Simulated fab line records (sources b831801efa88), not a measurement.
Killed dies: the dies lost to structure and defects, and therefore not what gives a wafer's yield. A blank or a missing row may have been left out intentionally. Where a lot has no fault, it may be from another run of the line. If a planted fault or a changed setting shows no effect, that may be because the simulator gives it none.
Code-filled problem report in 8D (eight disciplines) form || flow sky130 || the parts of the form that need people (team, actions taken, sign-off) are left out

## 1. THE ISSUE
Mean of oesProductAu at SKY_FIELD_ISO_ETCH_14: 0.831 a.u. across 3 wafers in 2 lots; on wafers with no fault it is 0.855 a.u. (standard deviation 0.0045). That is -5.4 standard deviations from the usual mean.
The step: etches BARC in N2/H2, stops on SiO2, time 45.9 s, target depth 60 nm.
Seen first at day 4 14:37 on rieDiel-02, wafer L705.3. The record holds 36 wafers of 12 lots with a number at this step. The rule behind "out" and "out of limits": a value lying over 4 standard deviations away from the usual mean. Any other wafer with a number is counted as sound.

## 2. WHAT IT IS; WHAT IT IS NOT
{"question": "which readings at this step", "is": "oesProductAu", "is not": "drypumpMotorCurrentA, throttleValvePct"}
{"question": "which lots", "is": "L705, L711", "is not": "L695, L696, L697, L698, L699, L700, L701, L715, L716, L718"}
{"question": "which wafers of those lots", "is": "L705.3, L705.5, L711.3", "is not": "L705.4, L711.1, L711.2"}
{"question": "read on which tools", "is": "rieDiel-02", "is not": "rieDiel-01, rieDiel-03"}
{"question": "when", "is": "from day 4 14:37", "is not": "up to then (22 sound wafers); but 11 sound wafers of L711, L715, L716, L718 came after"}

## 3. WHAT RULES OUT EACH SUSPECT
Counting: any tool at a process step up to the reading remains a suspect provided it ran every lot that is out. Sound lots after the first of them don't rule it out here, since some wafers of a struck lot are sound.
- rieDiel-02 at SKY_FIELD_ISO_ETCH_14 (etches BARC in N2/H2, stops on SiO2, time 45.9 s, target depth 60 nm): kept. It ran every lot that is out, first L705 (day 4 14:37); its last sound lot up to then is L701 (day 3 12:28). Out on those wafers are its own readings of oesProductAu.
- Within rieDiel-02 at SKY_FIELD_ISO_ETCH_14: the wafers that are out ran in chambers 0, 2; their sound lot-mates ran in chambers 1, 3.
Remaining after the count: rieDiel-02 at SKY_FIELD_ISO_ETCH_14.

## 4. THE CAUSE (what the simulator had put in)
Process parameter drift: rieDiel-02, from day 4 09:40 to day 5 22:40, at SKY_FIELD_ISO_ETCH_14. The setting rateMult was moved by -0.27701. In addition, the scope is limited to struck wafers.
After counting, this tool was the only one left.

## 5. THE CHAIN OF EFFECTS, in route order
Each row: a reading where the mean over the struck wafers with a number is more than 3 standard deviations away from the usual. Scope: only readings with a usual standard deviation given in the record; hours: median across lots of the time from each lot's start at the first step in this table that gives one to its start at this step; sigmas: change in usual standard deviations.
{"hours": 0, "step": "SKY_FIELD_ISO_ETCH_14", "reading": "oesProductAu", "usual": "0.855 a.u.", "on struck wafers": 0.831, "change": -0.024, "sigmas": -5.4}
{"hours": 0, "step": "SKY_FIELD_ISO_STRIP_16", "reading": "stripTimeToEndpointS", "usual": "3.553 s", "on struck wafers": 3.661, "change": "+0.108", "sigmas": "+4.2"}
{"hours": 1076, "step": "SKY_PAD_OPEN_PROBE_99", "reading": "killedAtFrontEnd", "usual": 16, "on struck wafers": 31, "change": "+15", "sigmas": "+3.3"}
The process steps in it:
- SKY_FIELD_ISO_ETCH_14: etches BARC in N2/H2, stops on SiO2, time 45.9 s, target depth 60 nm.
- SKY_FIELD_ISO_STRIP_16: strips in O2/N2.
- SKY_PAD_OPEN_PROBE_99
Later measuring or inspecting steps at which every struck wafer that the step has a row for has a number for every such reading, and none has moved that far: SKY_NWELL_TW_MEAS_26.

## 6. HOW IT WOULD HAVE BEEN CAUGHT EARLIER
In this record no reading fell out of limits until day 4 14:37, 5 hours after the fault had begun at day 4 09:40.
